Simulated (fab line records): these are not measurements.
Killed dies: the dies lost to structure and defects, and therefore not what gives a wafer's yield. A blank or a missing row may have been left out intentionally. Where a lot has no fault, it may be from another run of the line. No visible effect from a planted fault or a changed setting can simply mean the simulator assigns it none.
Which of the tools did it? | flow sky130 | Sampling: 14 lots, 42 wafers, 3 of 708 route steps

## WHAT THE GAUGES SHOWED, per wafer
SKY_LDD_P_TW_MEAS_11.
lot  | measured     | on           | LDD_P_TW
L213 | day 18 14:24 | filmMetro-01 | 623 622 621
L214 | day 19 00:01 | filmMetro-03 | 643 641 647
L215 | day 19 22:04 | filmMetro-02 | 634 635 633
L216 | day 20 12:38 | filmMetro-02 | 639 641 639
L218 | day 20 20:34 | filmMetro-02 | 636 641 635
L219 | day 21 13:18 | filmMetro-01 | 30 29 30
L220 | day 21 16:03 | filmMetro-02 | 30 30 30
L222 | day 22 10:46 | filmMetro-01 | 623 624 625
L224 | day 23 06:53 | filmMetro-03 | 644 640 643
L228 | day 24 08:25 | filmMetro-01 | 625 626 624
L230 | day 25 04:44 | filmMetro-03 | 641 641 641
L233 | day 26 08:07 | filmMetro-02 | 638 639 636
L234 | day 26 18:59 | filmMetro-01 | 633 631 631
L236 | day 28 00:35 | filmMetro-02 | 636 638 639

## TOOL THAT RAN EACH LOT (tool first, then ch and the chambers of the sampled wafers, then the start)
lot  | SKY_LDD_N_STRIP_16                  | SKY_LDD_P_STRIP_10
L213 | plasmaAsher-04 ch 0,1, day 17 08:43 | plasmaAsher-03 ch 1, day 18 14:18
L214 | plasmaAsher-03 ch 0,1, day 17 18:11 | plasmaAsher-04 ch 0,1, day 18 23:55
L215 | plasmaAsher-04 ch 0,1, day 18 14:31 | plasmaAsher-02 ch 0,1, day 19 21:57
L216 | plasmaAsher-04 ch 0,1, day 19 05:26 | plasmaAsher-04 ch 0,1, day 20 12:32
L218 | plasmaAsher-03 ch 0,1, day 19 13:35 | plasmaAsher-04 ch 0,1, day 20 20:27
L219 | plasmaAsher-04 ch 0,1, day 20 05:44 | plasmaAsher-04 ch 0,1, day 21 13:12
L220 | plasmaAsher-04 ch 0,1, day 20 08:34 | plasmaAsher-02 ch 0,1, day 21 15:56
L222 | plasmaAsher-04 ch 0,1, day 21 03:34 | plasmaAsher-04 ch 0,1, day 22 10:41
L224 | plasmaAsher-04 ch 0,1, day 22 00:37 | plasmaAsher-03 ch 0,1, day 23 06:47
L228 | plasmaAsher-01 ch 0,1, day 23 01:58 | plasmaAsher-03 ch 0,1, day 24 08:18
L230 | plasmaAsher-01 ch 0,1, day 23 22:20 | plasmaAsher-04 ch 0,1, day 25 04:38
L233 | plasmaAsher-04 ch 0,1, day 25 02:31 | plasmaAsher-02 ch 0,1, day 26 08:02
L234 | plasmaAsher-04 ch 0,1, day 25 13:29 | plasmaAsher-02 ch 0,1, day 26 18:53
L236 | plasmaAsher-03 ch 0,1, day 26 19:41 | plasmaAsher-02 ch 0,1, day 28 00:29
- SKY_LDD_N_STRIP_16: strips in O2/N2.
- SKY_LDD_P_STRIP_10: strips in O2/N2.

## AS READ BY THE TOOLS THEMSELVES (means over the sampled wafers that have a number; for cases with no such wafer, the mark the record gives instead)
SKY_LDD_N_STRIP_16.
lot  | tool           | chamberPressureMTorr (mTorr) | drypumpMotorCurrentA (A) | oesProductAu (a.u.) | stripTimeToEndpointS (s)
L213 | plasmaAsher-04 | 1499.9                       | 6.1                      | 0.404               | 4.312
L214 | plasmaAsher-03 | 1498.7                       | 5.9                      | 0.408               | 4.310
L215 | plasmaAsher-04 | 1500.7                       | 6.1                      | 0.406               | 4.318
L216 | plasmaAsher-04 | 1499.9                       | 6.1                      | 0.407               | 4.299
L218 | plasmaAsher-03 | 1500.1                       | 6.1                      | 0.406               | 4.326
L219 | plasmaAsher-04 | -                            | -                        | -                   | -
L220 | plasmaAsher-04 | -                            | -                        | -                   | -
L222 | plasmaAsher-04 | 1499.2                       | 6.4                      | 0.407               | 4.305
L224 | plasmaAsher-04 | 1499.2                       | 6.4                      | 0.407               | 4.338
L228 | plasmaAsher-01 | 1500.6                       | 5.8                      | 0.408               | 4.304
L230 | plasmaAsher-01 | 1499.6                       | 5.4                      | 0.404               | 4.308
L233 | plasmaAsher-04 | 1500.3                       | 6.1                      | 0.404               | 4.302
L234 | plasmaAsher-04 | 1500.2                       | 6.3                      | 0.407               | 4.332
L236 | plasmaAsher-03 | 1499.5                       | 5.9                      | 0.406               | 4.332

SKY_LDD_P_STRIP_10.
lot  | tool           | chamberPressureMTorr (mTorr) | drypumpMotorCurrentA (A) | oesProductAu (a.u.) | stripTimeToEndpointS (s)
L213 | plasmaAsher-03 | 1499.2                       | 5.7                      | 0.712               | 14.19
L214 | plasmaAsher-04 | 1501.7                       | 6.1                      | 0.715               | 14.22
L215 | plasmaAsher-02 | 1498.8                       | 5.6                      | 0.715               | 14.21
L216 | plasmaAsher-04 | 1499.6                       | 6.1                      | 0.715               | 14.23
L218 | plasmaAsher-04 | 1500.3                       | 6.3                      | 0.712               | 14.17
L219 | plasmaAsher-04 | 1499.1                       | 6.3                      | 0.709               | 18.69
L220 | plasmaAsher-02 | 1499.6                       | 5.6                      | 0.715               | 18.74
L222 | plasmaAsher-04 | 1499.8                       | 6.3                      | 0.714               | 14.12
L224 | plasmaAsher-03 | 1501.1                       | 5.9                      | 0.714               | 14.16
L228 | plasmaAsher-03 | 1500.7                       | 5.9                      | 0.713               | 14.18
L230 | plasmaAsher-04 | 1500.1                       | 6.4                      | 0.719               | 14.19
L233 | plasmaAsher-02 | 1500.2                       | 5.6                      | 0.717               | 14.19
L234 | plasmaAsher-02 | 1499.9                       | 5.6                      | 0.717               | 14.19
L236 | plasmaAsher-02 | 1499.9                       | 5.8                      | 0.718               | 14.11

## THE ANSWER, worked out from the rows above alone
Rule: the usual values come from the lots themselves. Put in order of their means at a reading, lots are off if they are a third of the lots or fewer, leave a main group of 4 or more, and stand apart from it by a gap of 3 or more times the standard deviation of the main group's means; of several such gaps the widest counts. The tables above print the reading to a certain number of digits; a main group whose means all agree to those digits is not used. Also off: a lot with no number at a reading for which 4 or more lots have one. Where the step has rows for the other lots, those lots are counted as sound. First the gauges in route order, then the tools' own readings, where a lot's mean is used as printed above. At the first step where some lot is off, the reading lying furthest off is the one used; lots without a number count as furthest.
Off: L219, L220, at SKY_LDD_P_TW_MEAS_11 (LDD_P_TW). For the main group the mean is 635 and the standard deviation 7.1.
If a tool, at a process step before that reading, ran all the lots that are off and no sound lot after the first of them, it fits. Not tried: the gauges at SKY_LDD_P_TW_MEAS_11; whatever is off there is also off at SKY_LDD_N_STRIP_16, on other tools, and gauge error can't account for it. No candidate that was tried fits.

## WHAT HAD BEEN PUT IN BY THE SIMULATOR
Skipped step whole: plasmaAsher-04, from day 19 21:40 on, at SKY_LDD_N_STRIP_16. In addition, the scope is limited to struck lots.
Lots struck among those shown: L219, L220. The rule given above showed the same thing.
